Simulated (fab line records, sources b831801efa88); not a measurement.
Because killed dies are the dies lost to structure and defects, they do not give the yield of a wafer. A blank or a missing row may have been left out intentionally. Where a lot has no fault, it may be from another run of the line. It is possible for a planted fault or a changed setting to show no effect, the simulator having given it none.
fab line records ; flow sky130
record lots=6; wafers=18; last_day=50
route steps=708 shown NWELL@65 PAD_OPEN@708
lots untouched by any fault: they come from a run of this same line in which no faults occurred
start_h: hours from the record's opening day to when the first of the lot's shown wafers began ; wait_h: time in hours since the lot's previous step ; " unchanged from the row above ; L1.1+2: a row that stands for several wafers ; - no value, or no start was given ; * or withheld: withheld ; < > ~ a bound
route shown NAME@n: a module of which the file shows steps, and the number in the route of the first ; usual: mean/standard deviation taken from wafers without a fault ; same: alike in all rows ; chamber/n: place in a boat ; sites: per-site readings ; _std_site: their standard deviation ; _edge_site: mean of outer sites minus mean of inner sites ; radius_mm: how far each site lies from the wafer's centre ; mask NAME#n: copy n ; behind: the tool/chamber that last shaped the wafer ; hold: the reason the lot was held/the length of the hold in hours/how it ended ; device: which transistor (n, p or np) failed to switch ; end of line: the route-end tests of the same wafers ; a step given without rows: its recipe and nothing more ; killed: dies lost to structure and defects at the first sort, not the wafer's yield ; map: shows each die of a wafer: x if killed, . if not, _ if none is there
set.NAME: the setting the step ran with; set.NAME@STEP: the setting that earlier step ran with ; model.NAME: the simulator's own value behind a step, which no gauge read
lots seen at some steps along the route; tables by step, rows by wafer
services: when a tool's chamber went out of use (start_h, in hours from the record's first day, below 0 if earlier), for how many hours, and the reason
## steps
# step SKY_NWELL_IMPLANT_12
# recipe species=P; energy_kev=120; dose_cm2=1.3e+12; tilt_deg=withheld
# step SKY_NWELL_IMPLANT_13
# recipe species=P; energy_kev=50; dose_cm2=7e+11; tilt_deg=withheld
# step SKY_NWELL_STRIP_14
# recipe chemistry=O2/N2; power_w=1400; pressure_mtorr=1500; platen_temp_c=withheld; o2_flow_sccm=3000; n2_flow_sccm=300; overash_fraction=0.5
# usual drypump_motor_current_A=5.6/0.57; n2_flow_sccm=300.2/0.84; oes_product_au=0.722/0.0046; strip_time_to_endpoint_s=36.92/0.12
lot.wafer;tool;chamber;start_h;wait_h;drypump_motor_current_A;n2_flow_sccm;oes_product_au;rf_hours_counter_h;strip_time_to_endpoint_s
L583.1;plasma_asher-02;1;104.09;0.1;5.4;300.6;0.725;43;36.96
L583.2;plasma_asher-02;0;104.09;0.1;4.9;300.3;0.723;43;36.86
L583.6;plasma_asher-02;1;104.09;0.1;5.4;300.8;0.727;-;36.83
L591.2;plasma_asher-04;1;139.22;0.1;6.0;299.2;0.718;31;36.81
L591.3;plasma_asher-04;1;139.22;0.1;6.0;298.2;0.719;-;36.85
L591.4;plasma_asher-04;0;139.22;0.1;5.7;300.5;0.725;-;36.77
L594.4;plasma_asher-03;1;152.81;0.1;6.3;300.9;0.723;-;37.02
L594.5;plasma_asher-03;0;152.81;0.1;4.9;299.0;0.729;-;37.02
L594.6;plasma_asher-03;1;152.81;0.1;6.3;300.4;0.723;-;36.95
L595.2;plasma_asher-03;0;155.70;0.1;4.9;299.3;0.714;4;37.02
L595.3;plasma_asher-03;1;155.70;0.1;6.3;299.2;0.715;-;36.93
L595.6;plasma_asher-03;0;155.70;0.1;4.9;298.9;0.724;-;37.04
L597.2;plasma_asher-03;0;166.64;0.1;4.9;298.9;0.733;5;36.97
L597.4;plasma_asher-03;1;166.64;0.1;6.3;300.3;0.720;-;36.95
L597.6;plasma_asher-03;0;166.64;0.1;4.9;300.1;0.721;-;37.06
L605.1;plasma_asher-03;0;214.72;0.1;4.9;299.7;0.730;10;36.83
L605.2;plasma_asher-03;1;214.72;0.1;6.3;299.5;0.723;10;36.98
L605.6;plasma_asher-03;0;214.72;0.1;4.9;299.0;0.722;-;36.85
# step SKY_NWELL_TW_MEAS_15
# usual NWELL_TW=1816/17
lot.wafer;tool;chamber;start_h;wait_h;NWELL_TW
L583.1;film_metro-04;-;104.19;0.1;1810
L583.2;film_metro-04;-;104.19;0.1;1813
L583.6;film_metro-04;-;104.19;0.1;1824
L591.2;film_metro-04;-;139.33;0.1;1829
L591.3;film_metro-04;-;139.33;0.1;1839
L591.4;film_metro-04;-;139.33;0.1;1831
L594.4;film_metro-04;-;152.90;0.1;1823
L594.5;film_metro-04;-;152.90;0.1;1830
L594.6;film_metro-04;-;152.90;0.1;1825
L595.2;film_metro-03;-;155.81;0.1;1826
L595.3;film_metro-03;-;155.81;0.1;1828
L595.6;film_metro-03;-;155.81;0.1;1825
L597.2;film_metro-02;-;166.75;0.1;1814
L597.4;film_metro-02;-;166.75;0.1;1812
L597.6;film_metro-02;-;166.75;0.1;1805
L605.1;film_metro-02;-;214.82;0.1;1799
L605.2;film_metro-02;-;214.82;0.1;1795
L605.6;film_metro-02;-;214.82;0.1;1793
# step SKY_NWELL_DEHYDRATE_16
# recipe temp_c=200; time_s=60
# step SKY_NWELL_HMDS_17
# recipe prime_time_s=60; prime_temp_c=120
# step SKY_NWELL_COAT_18
# recipe spin_rpm=2000; resist_thk_nm=3000
# step SKY_NWELL_SOFTBAKE_19
# recipe temp_c=110; time_s=withheld
# step SKY_NWELL_EXPOSE_20
# recipe mask_id=NWM_COMPLEMENT; na=0.6; source_shape=conventional; sigma_outer=0.6; polarization=unpolarized; target_cd_nm=840; dose_mj=260
# step SKY_NWELL_PEB_21
# recipe temp_c=115; time_s=withheld
# step SKY_NWELL_DEVELOP_22
# recipe wall_angle_deg=90; developer=TMAH; develop_time_s=60; dev_temp_c=23
# step SKY_NWELL_OVL_MEAS_23
# usual NWELL_01_OVL=-0.5/1.4
lot.wafer;tool;chamber;start_h;wait_h;NWELL_01_OVL[nm]
L583.1;overlay-01;-;122.32;-;-0.3
L583.2;overlay-01;-;122.32;-;1.4
L583.6;overlay-01;-;122.32;-;-1.0
L591.2;overlay-02;-;158.49;-;0.4
L591.3;overlay-02;-;158.49;-;-1.0
L591.4;overlay-02;-;158.49;-;0.4
L594.4;overlay-02;-;172.56;-;-1.7
L594.5;overlay-02;-;172.56;-;-1.5
L594.6;overlay-02;-;172.56;-;-2.0
L595.2;overlay-02;-;175.41;-;-0.5
L595.3;overlay-02;-;175.41;-;0.3
L595.6;overlay-02;-;175.41;-;-1.4
L597.2;overlay-01;-;187.21;-;-0.5
L597.4;overlay-01;-;187.21;-;-1.3
L597.6;overlay-01;-;187.21;-;0.8
L605.1;overlay-01;-;237.95;-;2.5
L605.2;overlay-01;-;237.95;-;2.1
L605.6;overlay-01;-;237.95;-;2.2
# step SKY_NWELL_IMPLANT_24
# recipe species=B; energy_kev=140; dose_cm2=9.2e+12; tilt_deg=withheld
# usual dose_ions_cm2=9.199e+12/9e+09; faraday_current_uA=51.9/0.94
lot.wafer;tool;chamber;start_h;wait_h;dose_ions_cm2;faraday_current_uA
L583.1;implanter-01;0;122.35;0.0;9.204e+12;52.1
L583.2;implanter-01;0;122.35;0.0;9.2e+12;52.9
L583.6;implanter-01;0;122.35;0.0;9.205e+12;53.1
L591.2;implanter-01;0;158.55;0.0;9.2e+12;53.1
L591.3;implanter-01;0;158.55;0.0;9.191e+12;51.4
L591.4;implanter-01;0;158.55;0.0;9.207e+12;52.0
L594.4;implanter-01;0;172.65;0.1;8.507e+12;48.1
L594.5;implanter-01;0;172.65;0.1;8.506e+12;48.7
L594.6;implanter-01;0;172.65;0.1;8.519e+12;45.6
L595.2;implanter-01;0;175.47;0.0;8.493e+12;47.0
L595.3;implanter-01;0;175.47;0.0;8.49e+12;47.4
L595.6;implanter-01;0;175.47;0.0;8.492e+12;47.9
L597.2;implanter-03;0;187.27;0.0;9.206e+12;49.0
L597.4;implanter-03;0;187.27;0.0;9.206e+12;51.3
L597.6;implanter-03;0;187.27;0.0;9.199e+12;52.3
L605.1;implanter-03;0;237.99;0.0;9.185e+12;53.0
L605.2;implanter-03;0;237.99;0.0;9.186e+12;51.9
L605.6;implanter-03;0;237.99;0.0;9.2e+12;52.7
# step SKY_NWELL_STRIP_25
# recipe chemistry=O2/N2; power_w=1400; pressure_mtorr=1500; platen_temp_c=withheld; o2_flow_sccm=3000; n2_flow_sccm=300; overash_fraction=0.5
# usual drypump_motor_current_A=5.4/0.5; n2_flow_sccm=300.1/0.91; oes_product_au=0.722/0.0042; strip_time_to_endpoint_s=36.92/0.11
lot.wafer;tool;chamber;start_h;wait_h;drypump_motor_current_A;n2_flow_sccm;oes_product_au;rf_hours_counter_h;strip_time_to_endpoint_s
L583.1;plasma_asher-03;0;122.50;0.1;4.9;298.5;0.725;0;37.10
L583.2;plasma_asher-03;1;122.50;0.1;6.3;301.0;0.729;0;37.00
L583.6;plasma_asher-03;0;122.50;0.1;4.9;299.3;0.723;-;37.13
L591.2;plasma_asher-02;0;158.67;0.1;4.9;299.8;0.726;49;36.82
L591.3;plasma_asher-02;1;158.67;0.1;5.4;298.9;0.728;-;37.05
L591.4;plasma_asher-02;0;158.67;0.1;4.9;301.2;0.718;-;37.00
L594.4;plasma_asher-02;1;172.76;0.1;5.4;301.1;0.723;-;36.80
L594.5;plasma_asher-02;0;172.76;0.1;4.9;297.9;0.726;-;36.76
L594.6;plasma_asher-02;1;172.76;0.1;5.4;300.3;0.725;-;36.87
L595.2;plasma_asher-02;0;175.59;0.1;4.9;298.6;0.723;51;37.02
L595.3;plasma_asher-02;1;175.59;0.1;5.4;301.9;0.723;-;36.99
L595.6;plasma_asher-02;1;175.59;0.1;5.4;300.7;0.722;-;37.01
L597.2;plasma_asher-02;0;187.39;0.1;4.9;300.6;0.717;52;36.87
L597.4;plasma_asher-02;1;187.39;0.1;5.4;300.7;0.719;-;36.89
L597.6;plasma_asher-02;1;187.39;0.1;5.4;300.1;0.722;-;36.99
L605.1;plasma_asher-02;0;238.14;0.1;4.9;300.1;0.723;55;36.87
L605.2;plasma_asher-02;1;238.14;0.1;5.4;300.9;0.718;55;36.78
L605.6;plasma_asher-02;0;238.14;0.1;4.9;300.3;0.720;-;36.85
# step SKY_NWELL_TW_MEAS_26
# usual NWELL_2_TW=497/4.3
lot.wafer;tool;chamber;start_h;wait_h;NWELL_2_TW
L583.1;film_metro-04;-;122.60;0.1;500
L583.2;film_metro-04;-;122.60;0.1;502
L583.6;film_metro-04;-;122.60;0.1;503
L591.2;film_metro-03;-;158.78;0.1;502
L591.3;film_metro-03;-;158.78;0.1;503
L591.4;film_metro-03;-;158.78;0.1;499
L594.4;film_metro-03;-;172.85;0.1;486
L594.5;film_metro-03;-;172.85;0.1;486
L594.6;film_metro-03;-;172.85;0.1;486
L595.2;film_metro-02;-;175.70;0.1;480
L595.3;film_metro-02;-;175.70;0.1;481
L595.6;film_metro-02;-;175.70;0.1;478
L597.2;film_metro-04;-;187.50;0.1;499
L597.4;film_metro-04;-;187.50;0.1;499
L597.6;film_metro-04;-;187.50;0.1;498
L605.1;film_metro-04;-;238.24;0.1;500
L605.2;film_metro-04;-;238.24;0.1;503
L605.6;film_metro-04;-;238.24;0.1;504
# step SKY_NWELL_CLEAN_27
# recipe chemistry=SC1/SC2; mix=1:4:20; temp_c=70; time_s=150; dry=n2_spin
# step SKY_PAD_OPEN_PROBE_99
# usual killed_at_M0_to_M3=43/7; killed_at_M4_up=3.1/1.9; killed_at_contacts=25/6.1; killed_at_front_end=15/4.5; killed_at_other=0.3/0.55; killed_dies=87/8.9; killed_open=47/6.4; killed_short=40/6.6
# same gross_dies=492; killed_at_back_side=0
lot.wafer;tool;chamber;start_h;wait_h;killed_at_M0_to_M3;killed_at_M4_up;killed_at_contacts;killed_at_front_end;killed_at_other;killed_dies;killed_open;killed_short;model.etest.pfet_16v.r_on_ohm_um;model.etest.res_pwell_under_gate.rs_ohm_sq;model.etest.field_n.vt_v
L583.1;prober-02;-;1091.20;0.1;54;3;25;17;0;99;53;46;1.579e+04;2276;36.01
L583.2;prober-02;-;1091.25;0.1;47;1;42;12;0;102;58;44;1.591e+04;2266;36.1
L583.6;prober-02;-;1091.45;0.2;38;0;20;20;1;79;48;31;1.588e+04;2289;36.16
L591.2;prober-02;-;1136.22;0.1;37;4;37;12;0;90;51;39;1.495e+04;2279;35.89
L591.3;prober-02;-;1136.27;0.2;53;2;29;12;0;96;49;47;1.492e+04;2277;35.81
L591.4;prober-02;-;1136.32;0.2;40;3;34;10;0;87;46;40;1.546e+04;2293;36.46
L594.4;prober-01;-;1146.17;0.2;41;4;24;23;1;93;45;46;1.556e+04;2421;34.32
L594.5;prober-01;-;1146.22;0.2;48;2;14;18;2;84;40;40;1.542e+04;2415;34.29
L594.6;prober-01;-;1146.27;0.2;43;2;31;12;1;89;49;38;1.583e+04;2406;34.49
L595.2;prober-02;-;1148.36;0.1;32;6;26;19;0;83;47;35;1.539e+04;2397;33.93
L595.3;prober-02;-;1148.41;0.2;49;5;17;16;0;87;55;31;1.566e+04;2397;34.53
L595.6;prober-02;-;1148.56;0.2;46;8;24;9;1;88;45;43;1.584e+04;2402;34.72
L597.2;prober-02;-;1162.92;0.1;39;7;24;12;0;82;46;36;1.515e+04;2291;36.12
L597.4;prober-02;-;1163.02;0.2;40;1;28;9;3;81;48;32;1.484e+04;2274;35.37
L597.6;prober-02;-;1163.12;0.2;42;1;17;17;0;77;30;47;1.467e+04;2284;35.05
L605.1;prober-01;-;1198.71;0.1;38;2;23;16;0;79;38;41;1.573e+04;2280;36.81
L605.2;prober-01;-;1198.76;0.1;48;1;23;9;0;81;47;34;1.493e+04;2269;36.1
L605.6;prober-01;-;1198.96;0.2;53;8;26;20;0;107;53;54;1.537e+04;2283;36.7
# killed by level:class
L583.1 VIA1:geometric_particle:open=15 CONTACT:geometric_particle:open=11 VIA1:geometric_particle:short=8 FIELD_ISO:geometric_particle:short=7 METAL2:geometric_particle:short=6 FIELD_ISO:geometric_particle:open=5 VIA2:geometric_particle:open=5 VIA3:geometric_particle:open=5
L583.2 CONTACT:geometric_particle:open=15 VIA1:geometric_particle:open=14 LI_CONTACT:geometric_particle:open=9 CONTACT:geometric_particle:short=8 VIA2:geometric_particle:open=8 LI_CONTACT:geometric_particle:short=7 METAL3:geometric_particle:short=6 VIA1:geometric_particle:short=5
L583.6 VIA3:geometric_particle:open=10 VIA2:geometric_particle:open=8 CONTACT:geometric_particle:open=6 LOCAL_INTERCONNECT:geometric_particle:short=6 FIELD_ISO:geometric_particle:short=5 LI_CONTACT:geometric_particle:open=5 VIA1:geometric_particle:open=5 METAL2:geometric_particle:short=5
L591.2 CONTACT:geometric_particle:open=14 LI_CONTACT:geometric_particle:open=8 VIA3:geometric_particle:open=8 LOCAL_INTERCONNECT:geometric_particle:short=5 CONTACT:geometric_particle:short=5 VIA1:geometric_particle:short=5 VIA1:geometric_particle:open=5 FIELD_ISO:geometric_particle:open=4
L591.3 LI_CONTACT:geometric_particle:open=10 CONTACT:geometric_particle:open=9 VIA1:geometric_particle:open=9 VIA3:geometric_particle:open=7 METAL2:geometric_particle:short=6 VIA2:geometric_particle:short=6 METAL1:geometric_particle:short=5 VIA1:geometric_particle:short=5
L591.4 VIA2:geometric_particle:open=11 CONTACT:geometric_particle:open=10 LI_CONTACT:geometric_particle:open=7 CONTACT:geometric_particle:short=6 METAL1:geometric_particle:short=6 VIA1:geometric_particle:open=6 LOCAL_INTERCONNECT:geometric_particle:short=5 VIA3:geometric_particle:open=5
L594.4 FIELD_ISO:geometric_particle:short=8 CONTACT:geometric_particle:open=7 VIA3:geometric_particle:open=7 LI_CONTACT:geometric_particle:open=5 METAL1:geometric_particle:short=5 METAL2:geometric_particle:short=5 FIELD_ISO:geometric_particle:open=4 LI_CONTACT:geometric_particle:short=4
L594.5 VIA2:geometric_particle:open=13 METAL2:geometric_particle:short=9 VIA1:geometric_particle:open=7 POLY_GATE:geometric_particle:open=6 VIA3:geometric_particle:open=4 POLY_GATE:geometric_particle:short=4 CONTACT:geometric_particle:short=4 METAL1:geometric_particle:short=4
L594.6 CONTACT:geometric_particle:open=15 VIA1:geometric_particle:open=11 METAL2:geometric_particle:short=6 VIA2:geometric_particle:open=5 VIA1:geometric_particle:short=5 FIELD_ISO:geometric_particle:short=4 LI_CONTACT:geometric_particle:open=4 LOCAL_INTERCONNECT:geometric_particle:short=4
L595.2 CONTACT:geometric_particle:open=9 VIA2:geometric_particle:open=7 FIELD_ISO:geometric_particle:open=6 CONTACT:geometric_particle:short=6 POLY_GATE:geometric_particle:open=5 LI_CONTACT:geometric_particle:open=5 VIA1:geometric_particle:open=5 VIA3:geometric_particle:open=5
L595.3 VIA3:geometric_particle:open=11 VIA1:geometric_particle:open=10 FIELD_ISO:geometric_particle:open=6 POLY_GATE:geometric_particle:open=6 CONTACT:geometric_particle:open=6 VIA2:geometric_particle:open=6 VIA1:geometric_particle:short=5 LI_CONTACT:geometric_particle:open=4
L595.6 VIA1:geometric_particle:open=9 VIA3:geometric_particle:open=9 CONTACT:geometric_particle:open=8 METAL4:geometric_particle:short=7 VIA3:geometric_particle:short=7 LI_CONTACT:geometric_particle:open=6 VIA2:geometric_particle:open=6 LI_CONTACT:geometric_particle:short=4
L597.2 VIA2:geometric_particle:open=10 CONTACT:geometric_particle:open=9 VIA1:geometric_particle:short=7 CONTACT:geometric_particle:short=6 VIA1:geometric_particle:open=6 VIA3:geometric_particle:open=5 METAL4:geometric_particle:short=5 POLY_GATE:geometric_particle:open=4
L597.4 VIA1:geometric_particle:open=13 CONTACT:geometric_particle:short=8 VIA2:geometric_particle:open=8 VIA1:geometric_particle:short=7 CONTACT:geometric_particle:open=7 LI_CONTACT:geometric_particle:open=6 VIA3:geometric_particle:open=6 FIELD_ISO:geometric_particle:short=4
L597.6 VIA1:geometric_particle:open=11 LI_CONTACT:geometric_particle:short=7 METAL1:geometric_particle:short=5 VIA1:geometric_particle:short=5 VIA2:geometric_particle:short=5 CONTACT:geometric_particle:open=4 METAL3:geometric_particle:short=4 METAL2:geometric_particle:short=4
L605.1 CONTACT:geometric_particle:open=9 VIA1:geometric_particle:open=9 METAL2:geometric_particle:short=8 FIELD_ISO:geometric_particle:short=6 LOCAL_INTERCONNECT:geometric_particle:short=5 METAL1:geometric_particle:short=5 POLY_GATE:geometric_particle:short=4 LI_CONTACT:geometric_particle:open=4
L605.2 VIA3:geometric_particle:open=10 VIA1:geometric_particle:open=9 CONTACT:geometric_particle:short=6 METAL2:geometric_particle:short=6 FIELD_ISO:geometric_particle:open=5 CONTACT:geometric_particle:open=5 VIA2:geometric_particle:short=5 VIA3:geometric_particle:short=5
L605.6 VIA1:geometric_particle:open=14 LI_CONTACT:geometric_particle:open=7 CONTACT:geometric_particle:open=7 METAL2:geometric_particle:short=7 FIELD_ISO:geometric_particle:short=6 VIA1:geometric_particle:short=6 METAL4:geometric_particle:short=6 VIA2:geometric_particle:short=6
## services
tool;chamber;start_h;hours;kind
plasma_asher-03;-;108.75;9.0;pm
plasma_asher-03;0;108.75;9.0;vent_cycle
plasma_asher-03;1;108.75;9.0;vent_cycle
plasma_asher-03;-;110.28;3.5;repair
plasma_asher-04;-;112.68;1.3;repair
plasma_asher-03;0;117.75;-;clean
plasma_asher-03;1;117.75;-;clean
implanter-03;-;127.09;0.7;repair
plasma_asher-02;-;153.70;0.9;repair
plasma_asher-02;-;184.78;1.8;repair
plasma_asher-02;-;201.39;14.6;pm
implanter-01;-;223.06;3.5;repair
## key
first_sign step=SKY_NWELL_IMPLANT_24; reading=dose_ions_cm2; direction=down; sigmas=78; usual=*; struck=*
effect step=SKY_NWELL_IMPLANT_24; reading=faraday_current_uA; direction=down; sigmas=4.8; usual=51.9; struck=47.4
effect step=SKY_NWELL_TW_MEAS_26; reading=NWELL_2_TW; direction=down; sigmas=3.4; usual=497; struck=483
model_effect step=SKY_PAD_OPEN_PROBE_99; value=etest.pfet_16v.r_on_ohm_um; without=1.503e+04; struck=1.562e+04
met_at SKY_NWELL_IMPLANT_24
struck_wafers L594.4,L594.5,L594.6,L595.2,L595.3,L595.6
tester_left_out L594,L595
onset_between 158.55 172.65
fault kind=process_parameter_drift; tool=implanter-01; chamber=-; onset_h=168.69; steps=SKY_NWELL_IMPLANT_24; channel=dose_cm2; offset=*; shape=step; end_h=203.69; acts_in=*; stated=*
# tester_left_out: of these lots the tester's yield and bins aren't shown, on N5 and GAA mostly nor the transistor test; their killed dies are dies lost to structure and defects alone, not to doping, threshold or leakage, so they don't give the yield
